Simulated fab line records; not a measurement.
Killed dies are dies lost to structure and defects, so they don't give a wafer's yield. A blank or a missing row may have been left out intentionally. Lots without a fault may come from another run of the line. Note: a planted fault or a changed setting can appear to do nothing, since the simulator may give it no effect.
Lot-split experiment | flow sky130 | route with 708 steps; 5 lots, 23 wafers read

== SPLIT DETAILS ==
At SKY_VIA3_DEVELOP_11 (develop time 60 s), the setting dev_temp_c was moved away from the recipe's 21 C on 12 of the 23 wafers read, by +12.5% to +17.1%. The other wafers ran this setting at the recipe's value.

Between the split and the reading, the file records no step.

== THE READING ==
cd_nm, in nm, at SKY_VIA3_CD_MEAS_12 (target cd 200 nm). A value of 199.8 nm with a standard deviation of 1.5 nm is what fault-free wafers of this fab line usually give.

wafer  | tool, chamber at the split | dev_temp_c as run, C | against the recipe | cd_nm, nm | against lot-mates on the recipe
L077.1 | litho_track-03, 0          | 21                   | recipe             | 197.6     | -
L077.4 | litho_track-03, 0          | 21                   | recipe             | 197.2     | -
L077.6 | litho_track-03, 0          | 21                   | recipe             | 198.8     | -
L078.1 | litho_track-01, 0          | 23.62                | +12.5%             | 202.3     | +2.1
L078.2 | litho_track-01, 0          | 23.62                | +12.5%             | 203.9     | +3.7
L078.4 | litho_track-01, 0          | 23.62                | +12.5%             | 202.8     | +2.6
L078.5 | litho_track-01, 0          | 21                   | recipe             | 200.3     | -
L078.6 | litho_track-01, 0          | 21                   | recipe             | 200.2     | -
L081.1 | litho_track-01, 0          | 21                   | recipe             | 197.0     | -
L081.2 | litho_track-01, 0          | 24.47                | +16.5%             | 201.1     | +3.1
L081.3 | litho_track-01, 0          | 24.47                | +16.5%             | 201.1     | +3.1
L081.4 | litho_track-01, 0          | 21                   | recipe             | 199.0     | -
L081.5 | litho_track-01, 0          | 24.47                | +16.5%             | 200.3     | +2.3
L083.1 | litho_track-04, 0          | 24.59                | +17.1%             | 204.3     | +2.9
L083.3 | litho_track-04, 0          | 24.59                | +17.1%             | 202.9     | +1.5
L083.4 | litho_track-04, 0          | 21                   | recipe             | 200.4     | -
L083.5 | litho_track-04, 0          | 21                   | recipe             | 202.4     | -
L083.6 | litho_track-04, 0          | 24.59                | +17.1%             | 205.6     | +4.2
L082.2 | litho_track-01, 0          | 23.83                | +13.5%             | 203.8     | +3.1
L082.3 | litho_track-01, 0          | 23.83                | +13.5%             | 204.6     | +3.8
L082.4 | litho_track-01, 0          | 21                   | recipe             | 201.6     | -
L082.5 | litho_track-01, 0          | 21                   | recipe             | 199.9     | -
L082.6 | litho_track-01, 0          | 23.83                | +13.5%             | 204.7     | +3.9

FIT RESULTS
A straight line over all 23 wafers: cd_nm changes by +0.229 nm for each +1% of dev_temp_c; r = +0.71; the points scatter about the line by 1.8 nm.
The same after taking each lot's own level away (the mean of its wafers on the recipe; 23 wafers): +0.194 nm for each +1%; r = +0.86; scatter 0.9 nm.
On that fit, the largest move of dev_temp_c shifts the reading by 3.3 nm.
Measured against the standard deviation above, the lots' own levels, which go from 197.87 to 201.40 nm, span 2.4 times it.
So the lot-to-lot level blurs the effect unless lot-mates are compared.
Check: for one of the wafers moved furthest among these (+17.1%), held out of the fit, the line's prediction against its lot-mates is +3.44 nm. It came out at +2.9 nm against them.

== ADDITIONAL SPLITS CARRIED BY THESE WAFERS ==
These wafers also went through other splits before the reading. Each is held against what the fit with the lots' levels taken away leaves over:
other split on the same wafers | wafers away from the commonest value | r with cd_nm (lot level and that fit taken away)
SKY_METAL3_ETCH_17 time_s      | 5                                    | -0.23

== THE FILE'S OWN FIT ==
cd_nm changes by +0.197 nm for each +1% of dev_temp_c, r = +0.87.
